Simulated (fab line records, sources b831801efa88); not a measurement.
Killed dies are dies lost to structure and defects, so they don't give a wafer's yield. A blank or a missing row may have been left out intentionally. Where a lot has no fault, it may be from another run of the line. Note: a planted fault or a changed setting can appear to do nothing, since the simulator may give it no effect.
Check of tool commonality + flow gf180mcu + 13 lots and 51 wafers in the sample

THE REASON FOR OPENING IT
On 4 of the 13 lots, a flag is raised at GF_PSD_CD_MEAS_07 on the reading cd-nm. Wafers without a fault read 400.5 nm, standard deviation 2.4.
Rule: a lot is flagged when every wafer of it that has a number lies more than 4 standard deviations from that mean, or none has a number. All remaining lots are regarded as sound.

| lot  | measured     | on        | cd-nm (nm), wafer by wafer          | flag    |
|------|--------------|-----------|-------------------------------------|---------|
| L969 | day 14 04:59 | cd-sem-02 | 400.8 401.8 402.2                   |         |
| L970 | day 14 15:10 | cd-sem-02 | 399.6 400.5 398.8                   |         |
| L975 | day 16 18:01 | cd-sem-02 | 397.7 396.9 397.2                   |         |
| L976 | day 16 19:43 | cd-sem-01 | 374.4 376.0 377.3 374.4 376.5 377.4 | FLAGGED |
| L977 | day 17 09:22 | cd-sem-02 | 386.3 387.2 387.5 386.2 387.2 387.4 | FLAGGED |
| L978 | day 17 15:25 | cd-sem-01 | 384.1 385.2 386.3 384.3 385.3 386.2 | FLAGGED |
| L980 | day 18 08:21 | cd-sem-01 | 390.4 390.0 390.3 390.4 390.4 390.5 | FLAGGED |
| L981 | day 18 19:53 | cd-sem-01 | 396.5 398.5 394.9                   |         |
| L983 | day 19 08:19 | cd-sem-01 | 397.3 399.7 398.4                   |         |
| L985 | day 20 03:10 | cd-sem-01 | 398.5 396.8 396.8                   |         |
| L986 | day 20 11:07 | cd-sem-01 | 401.3 401.3 399.9                   |         |
| L987 | day 20 21:20 | cd-sem-02 | 400.0 402.2 402.3                   |         |
| L991 | day 22 03:58 | cd-sem-01 | 402.6 401.9 401.7                   |         |
The mean of the flagged lots' numbers is 384.6 nm, -15.9 nm from the usual (-7 standard deviations).

EACH LOT AND THE TOOL IT RAN ON
The record holds 1 process step before the reading, out of a route of 602 steps. Every cell lists first the tool, next ch and the chambers used by the sampled wafers, and last the start.
| lot  | flag    | GF_PSD_EXPOSE_04                    |
|------|---------|-------------------------------------|
| L969 |         | iline-stepper-02 ch 0, day 13 19:04 |
| L970 |         | iline-stepper-01 ch 0, day 14 04:27 |
| L975 |         | iline-stepper-02 ch 0, day 16 07:02 |
| L976 | FLAGGED | iline-stepper-02 ch 0, day 16 08:49 |
| L977 | FLAGGED | iline-stepper-02 ch 0, day 16 21:40 |
| L978 | FLAGGED | iline-stepper-02 ch 0, day 17 03:03 |
| L980 | FLAGGED | iline-stepper-02 ch 0, day 17 21:01 |
| L981 |         | iline-stepper-01 ch 0, day 18 07:46 |
| L983 |         | iline-stepper-01 ch 0, day 18 20:35 |
| L985 |         | iline-stepper-01 ch 0, day 19 15:01 |
| L986 |         | iline-stepper-01 ch 0, day 19 23:34 |
| L987 |         | iline-stepper-01 ch 0, day 20 08:25 |
| L991 |         | iline-stepper-01 ch 0, day 21 16:08 |
What these steps do:
- GF_PSD_EXPOSE_04: exposes mask Pplus, target cd 400 nm.
- GF_PSD_CD_MEAS_07: target cd 400 nm.

FLAGGED OVER TOTAL, TOOL BY TOOL (the gauges that took the reading come last)
| step              | tool             | lots run | flagged | share of the flagged lots | sound lots run after its first flagged lot |
|-------------------|------------------|----------|---------|---------------------------|--------------------------------------------|
| GF_PSD_EXPOSE_04  | iline-stepper-01 | 7        | 0       | none                      | -                                          |
| GF_PSD_EXPOSE_04  | iline-stepper-02 | 6        | 4       | all                       | 0                                          |
| GF_PSD_CD_MEAS_07 | cd-sem-01        | 8        | 3       | some                      | 5 (L981,L983,L985,L986,L991)               |
| GF_PSD_CD_MEAS_07 | cd-sem-02        | 5        | 1       | some                      | 1 (L987)                                   |

WHAT THE TABLE PERMITS
In the table, 1 row covers all flagged lots: iline-stepper-02 at GF_PSD_EXPOSE_04.
- iline-stepper-02 at GF_PSD_EXPOSE_04: 4 of its 6 lots flagged. Last sound lot L975 at day 16 07:02, first flagged lot L976 at day 16 08:49; a fault beginning in between fits. Its own readings (exposure-dose-mJ-cm2) fall more than 4 standard deviations out on all wafers of the flagged lots.
Left over: one tool, iline-stepper-02 at GF_PSD_EXPOSE_04.

WHAT THE SIMULATOR HAD INSERTED
Process parameter drift: iline-stepper-02, from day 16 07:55 on, at GF_PSD_EXPOSE_04. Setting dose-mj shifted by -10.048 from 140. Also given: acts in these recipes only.
Struck lots among those shown: L976, L977, L978, L980. This agrees with what the rule above found.
